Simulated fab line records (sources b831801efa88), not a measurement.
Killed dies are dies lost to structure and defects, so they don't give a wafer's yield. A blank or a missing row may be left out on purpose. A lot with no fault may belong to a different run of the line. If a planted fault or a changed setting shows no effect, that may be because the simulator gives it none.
Which tool is to blame? ; flow sky130 ; 12 lots with 36 wafers sampled at 3 steps, on a route of 708 steps

## WHAT EACH GAUGE READ, for each wafer
SKY_METAL1_THK_MEAS_06: measures by xrf.
lot;measured;on;METAL1_ALCU_THK (nm)
L075;day 32 22:38;filmMetro-01;249.3 243.0 245.4
L077;day 33 15:21;filmMetro-01;253.7 256.4 253.0
L079;day 34 00:29;filmMetro-01;250.8 249.2 251.7
L081;day 34 23:32;filmMetro-02;254.0 250.4 251.1
L083;day 35 14:03;filmMetro-03;249.0 248.4 247.5
L085;day 36 04:35;filmMetro-01;249.4 249.3 245.8
L087;day 36 14:50;filmMetro-01;251.3 252.6 250.4
L089;day 37 08:18;filmMetro-02;249.0 248.1 250.4
L091;day 38 02:34;filmMetro-02;247.4 248.3 247.7
L093;day 38 09:38;filmMetro-02;250.1 248.7 250.3
L095;day 39 05:32;filmMetro-01;246.7 243.4 247.4
L097;day 39 09:40;filmMetro-03;250.5 251.4 247.7

## WHICH TOOL RAN EACH LOT (tool, then ch and the chambers of the sampled wafers, then the start)
lot;SKY_GATE_OXIDE_STRIP_13;SKY_POLY_GATE_ETCH_17
L075;plasmaAsher-04 ch 0,1, day 14 14:22;rieSi-01 ch 0,1,2, day 17 12:11
L077;plasmaAsher-04 ch 0,1, day 15 06:26;rieSi-02 ch 1,2,3, day 17 22:56
L079;plasmaAsher-04 ch 0,1, day 16 00:48;rieSi-01 ch 1,2, day 18 15:24
L081;plasmaAsher-04 ch 0,1, day 16 17:29;rieSi-02 ch 2,3, day 19 16:03
L083;plasmaAsher-03 ch 0,1, day 17 08:23;rieSi-02 ch 1,2,3, day 20 03:26
L085;plasmaAsher-03 ch 0,1, day 18 04:26;rieSi-02 ch 0,1,3, day 21 02:38
L087;plasmaAsher-03 ch 0,1, day 18 20:11;rieSi-02 ch 0,3, day 21 16:35
L089;plasmaAsher-01 ch 0,1, day 19 15:11;rieSi-02 ch 0,2,3, day 22 10:11
L091;plasmaAsher-04 ch 0,1, day 20 05:15;rieSi-02 ch 0,1,2, day 23 04:20
L093;plasmaAsher-04 ch 0,1, day 20 18:20;rieSi-02 ch 1,3, day 23 13:15
L095;plasmaAsher-04 ch 0,1, day 21 20:25;rieSi-02 ch 0,2, day 24 15:24
L097;plasmaAsher-03 ch 0,1, day 22 02:03;rieSi-02 ch 0,2, day 24 20:30
- SKY_GATE_OXIDE_STRIP_13: strips in O2/N2.
- SKY_POLY_GATE_ETCH_17: etches poly-Si in HBr/Cl2, stops on SiO2, target depth 180 nm, time 70.5 s.

## THE ANSWER, worked out from the rows above alone
Rule: the usual values come from the lots themselves. The widest of any qualifying gaps counts: lots, ordered by their means at a reading, are off when they make up no more than a third of the lots, leave a main group of 4 or more, and stand apart from it by 3 or more times the standard deviation of that group's means. A main group is skipped when, at the precision printed for the reading in the tables above, its means are all equal. A lot without any number at a reading at which 4 lots or more have one is off too. All remaining lots with rows at the step are treated as sound.
Nothing can be told from this: no lot is off at any reading shown.

## WHAT THE SIMULATOR HAD PUT IN
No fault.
